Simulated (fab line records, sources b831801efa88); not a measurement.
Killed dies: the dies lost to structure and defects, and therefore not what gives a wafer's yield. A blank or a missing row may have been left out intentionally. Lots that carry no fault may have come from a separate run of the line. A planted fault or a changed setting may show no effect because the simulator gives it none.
Which tool did it? + flow sky130 + Sampling: 14 lots, 42 wafers, 4 of 708 route steps

== WHAT THE GAUGES READ, wafer by wafer ==
No reading from a measuring or inspecting step in the record can be judged against a usual standard deviation.

== WHICH TOOL RAN EACH LOT (tool, then ch and the chambers of the sampled wafers, then the start) ==
| lot  | SKY_GATE_OXIDE_STRIP_13              | SKY_LDD_N_SOFTBAKE_03             | SKY_LDD_P_EXPOSE_04                 | SKY_LDD_P_STRIP_10                   |
|------|--------------------------------------|-----------------------------------|-------------------------------------|--------------------------------------|
| L999 | plasma asher-04 ch 0,1, day 13 16:55 | litho track-03 ch 0, day 16 23:24 | iline stepper-01 ch 0, day 18 05:38 | plasma asher-01 ch 0,1, day 18 20:14 |
| L103 | plasma asher-04 ch 0,1, day 15 03:25 | litho track-03 ch 0, day 18 12:06 | iline stepper-02 ch 0, day 19 20:40 | plasma asher-04 ch 0,1, day 20 11:38 |
| L104 | plasma asher-01 ch 1, day 15 11:19   | litho track-04 ch 0, day 18 20:49 | iline stepper-01 ch 0, day 20 04:21 | plasma asher-02 ch 0,1, day 20 18:59 |
| L106 | plasma asher-04 ch 0,1, day 16 07:34 | litho track-01 ch 0, day 19 18:04 | iline stepper-02 ch 0, day 21 01:52 | plasma asher-04 ch 0,1, day 21 17:17 |
| L107 | plasma asher-04 ch 0,1, day 16 19:35 | litho track-04 ch 0, day 20 05:20 | iline stepper-02 ch 0, day 21 13:28 | plasma asher-04 ch 0,1, day 22 04:25 |
| L110 | plasma asher-02 ch 0, day 17 19:40   | litho track-04 ch 0, day 21 07:37 | iline stepper-01 ch 0, day 22 15:00 | plasma asher-04 ch 0,1, day 23 06:25 |
| L113 | plasma asher-01 ch 0,1, day 19 01:26 | litho track-01 ch 0, day 22 14:07 | iline stepper-02, day 23 21:40      | plasma asher-01 ch 0,1, day 24 13:04 |
| L114 | plasma asher-02 ch 0,1, day 19 02:28 | litho track-04 ch 0, day 22 13:46 | iline stepper-02, day 23 21:00      | plasma asher-02 ch 0, day 24 12:44   |
| L116 | plasma asher-02 ch 0,1, day 19 18:49 | litho track-04 ch 0, day 23 12:07 | iline stepper-01 ch 0, day 24 18:04 | plasma asher-02 ch 0,1, day 25 09:05 |
| L117 | plasma asher-02 ch 0,1, day 20 00:52 | litho track-03 ch 0, day 23 12:47 | iline stepper-01 ch 0, day 24 19:11 | plasma asher-02 ch 0,1, day 25 10:08 |
| L119 | plasma asher-01 ch 0,1, day 20 19:16 | litho track-03 ch 0, day 24 05:21 | iline stepper-02 ch 0, day 25 12:22 | plasma asher-01 ch 0,1, day 26 03:05 |
| L120 | plasma asher-01 ch 0,1, day 21 06:46 | litho track-03 ch 0, day 24 16:31 | iline stepper-02 ch 0, day 25 22:46 | plasma asher-04 ch 0,1, day 26 14:08 |
| L121 | plasma asher-02 ch 1, day 21 12:13   | litho track-04 ch 0, day 24 22:02 | iline stepper-02 ch 0, day 26 04:20 | plasma asher-02 ch 0,1, day 26 19:23 |
| L122 | plasma asher-04 ch 0,1, day 21 19:49 | litho track-04 ch 0, day 25 07:04 | iline stepper-01 ch 0, day 26 13:00 | plasma asher-02 ch 0,1, day 27 02:44 |
- SKY_GATE_OXIDE_STRIP_13: strips in O2/N2.
- SKY_LDD_N_SOFTBAKE_03: time 62.91 s.
- SKY_LDD_P_EXPOSE_04: exposes mask PSDM, target cd 380 nm.
- SKY_LDD_P_STRIP_10: strips in O2/N2.

== WHAT THE TOOLS THEMSELVES READ (means of the sampled wafers that have a number; where no wafer has one, the mark that the record gives instead) ==
SKY_GATE_OXIDE_STRIP_13.
| lot  | tool            | drypump motor current A (A) | oes product au (a.u.) | strip time to endpoint s (s) |
|------|-----------------|-----------------------------|-----------------------|------------------------------|
| L999 | plasma asher-04 | 5.8                         | 0.713                 | 14.18                        |
| L103 | plasma asher-04 | 5.9                         | 0.719                 | 14.19                        |
| L104 | plasma asher-01 | 6.4                         | 0.716                 | 14.17                        |
| L106 | plasma asher-04 | 5.9                         | 0.711                 | 14.12                        |
| L107 | plasma asher-04 | 5.8                         | 0.715                 | 14.20                        |
| L110 | plasma asher-02 | 6.7                         | 0.718                 | 14.19                        |
| L113 | plasma asher-01 | 6.2                         | 0.716                 | 14.12                        |
| L114 | plasma asher-02 | 6.5                         | 0.719                 | 14.15                        |
| L116 | plasma asher-02 | 6.3                         | 0.710                 | 14.18                        |
| L117 | plasma asher-02 | 6.3                         | 0.720                 | 14.13                        |
| L119 | plasma asher-01 | 6.1                         | 0.719                 | 14.16                        |
| L120 | plasma asher-01 | 6.3                         | 0.717                 | 14.14                        |
| L121 | plasma asher-02 | 6.1                         | 0.718                 | 14.23                        |
| L122 | plasma asher-04 | 5.8                         | 0.718                 | 14.20                        |

SKY_LDD_N_SOFTBAKE_03.
| lot  | tool           | plate sensor t centre C (C) | plate sensor t edge C (C) |
|------|----------------|-----------------------------|---------------------------|
| L999 | litho track-03 | 90.750                      | 90.827                    |
| L103 | litho track-03 | 90.758                      | 90.834                    |
| L104 | litho track-04 | 90.757                      | 90.825                    |
| L106 | litho track-01 | 90.757                      | 90.831                    |
| L107 | litho track-04 | 90.753                      | 90.825                    |
| L110 | litho track-04 | 90.753                      | 90.822                    |
| L113 | litho track-01 | 90.760                      | 90.823                    |
| L114 | litho track-04 | 90.751                      | 90.834                    |
| L116 | litho track-04 | 90.765                      | 90.833                    |
| L117 | litho track-03 | 90.757                      | 90.826                    |
| L119 | litho track-03 | 90.759                      | 90.828                    |
| L120 | litho track-03 | 90.746                      | 90.827                    |
| L121 | litho track-04 | 90.767                      | 90.831                    |
| L122 | litho track-04 | 90.758                      | 90.824                    |

SKY_LDD_P_EXPOSE_04.
| lot  | tool             | exposure dose mJ cm2 | focus offset nm (nm) | stage vel mm s (mm/s) |
|------|------------------|----------------------|----------------------|-----------------------|
| L999 | iline stepper-01 | 137.61               | 0.5                  | 499.94                |
| L103 | iline stepper-02 | 137.89               | 0.1                  | 499.82                |
| L104 | iline stepper-01 | 137.74               | -0.0                 | 499.94                |
| L106 | iline stepper-02 | 137.83               | 0.5                  | 500.35                |
| L107 | iline stepper-02 | 138.05               | 0.2                  | 500.19                |
| L110 | iline stepper-01 | 137.80               | -0.5                 | 499.84                |
| L113 | iline stepper-02 | -                    | -                    | -                     |
| L114 | iline stepper-02 | -                    | -                    | -                     |
| L116 | iline stepper-01 | 137.76               | -0.4                 | 499.83                |
| L117 | iline stepper-01 | 137.80               | -0.4                 | 499.94                |
| L119 | iline stepper-02 | 137.89               | -0.1                 | 500.33                |
| L120 | iline stepper-02 | 137.90               | 0.0                  | 500.26                |
| L121 | iline stepper-02 | 137.79               | -0.1                 | 499.91                |
| L122 | iline stepper-01 | 137.71               | 0.1                  | 499.80                |

SKY_LDD_P_STRIP_10.
| lot  | tool            | drypump motor current A (A) | oes product au (a.u.) | strip time to endpoint s (s) |
|------|-----------------|-----------------------------|-----------------------|------------------------------|
| L999 | plasma asher-01 | 6.1                         | 0.714                 | 14.19                        |
| L103 | plasma asher-04 | 5.8                         | 0.713                 | 14.16                        |
| L104 | plasma asher-02 | 6.5                         | 0.713                 | 14.13                        |
| L106 | plasma asher-04 | 5.9                         | 0.715                 | 14.16                        |
| L107 | plasma asher-04 | 5.8                         | 0.718                 | 14.15                        |
| L110 | plasma asher-04 | 5.8                         | 0.718                 | 14.17                        |
| L113 | plasma asher-01 | 6.1                         | 0.713                 | 14.17                        |
| L114 | plasma asher-02 | 6.7                         | 0.716                 | 14.13                        |
| L116 | plasma asher-02 | 6.5                         | 0.721                 | 14.16                        |
| L117 | plasma asher-02 | 6.3                         | 0.724                 | 14.20                        |
| L119 | plasma asher-01 | 6.3                         | 0.715                 | 14.23                        |
| L120 | plasma asher-04 | 5.9                         | 0.716                 | 14.20                        |
| L121 | plasma asher-02 | 6.5                         | 0.716                 | 14.19                        |
| L122 | plasma asher-02 | 6.5                         | 0.716                 | 14.13                        |

== THE ANSWER, worked out from the rows above alone ==
Rule: usual is defined by the lots themselves. The widest of any qualifying gaps counts: lots, ordered by their means at a reading, are off when they make up no more than a third of the lots, leave a main group of 4 or more, and stand apart from it by 3 or more times the standard deviation of that group's means. A main group is skipped when, at the precision printed for the reading in the tables above, its means are all equal. A lot without any number at a reading at which 4 lots or more have one is off too. All remaining lots with rows at the step are treated as sound. Order of review: gauges by route order, followed by the tools' own readings, for which a lot's mean as printed above is used. The first step at which some lot is off is used, and at that step the reading that is off furthest; a lot without a number counts as furthest.
Off: L113, L114 (SKY_LDD_P_EXPOSE_04, exposure dose mJ cm2). Without a number there: L113, L114. Main group: mean 137.81, sd 0.11.
A tool fits if, at that step or a process step before it, it ran every lot that is off, and no sound lot after the first of them. None of those tried fits.

== WHAT THE SIMULATOR HAD PUT IN ==
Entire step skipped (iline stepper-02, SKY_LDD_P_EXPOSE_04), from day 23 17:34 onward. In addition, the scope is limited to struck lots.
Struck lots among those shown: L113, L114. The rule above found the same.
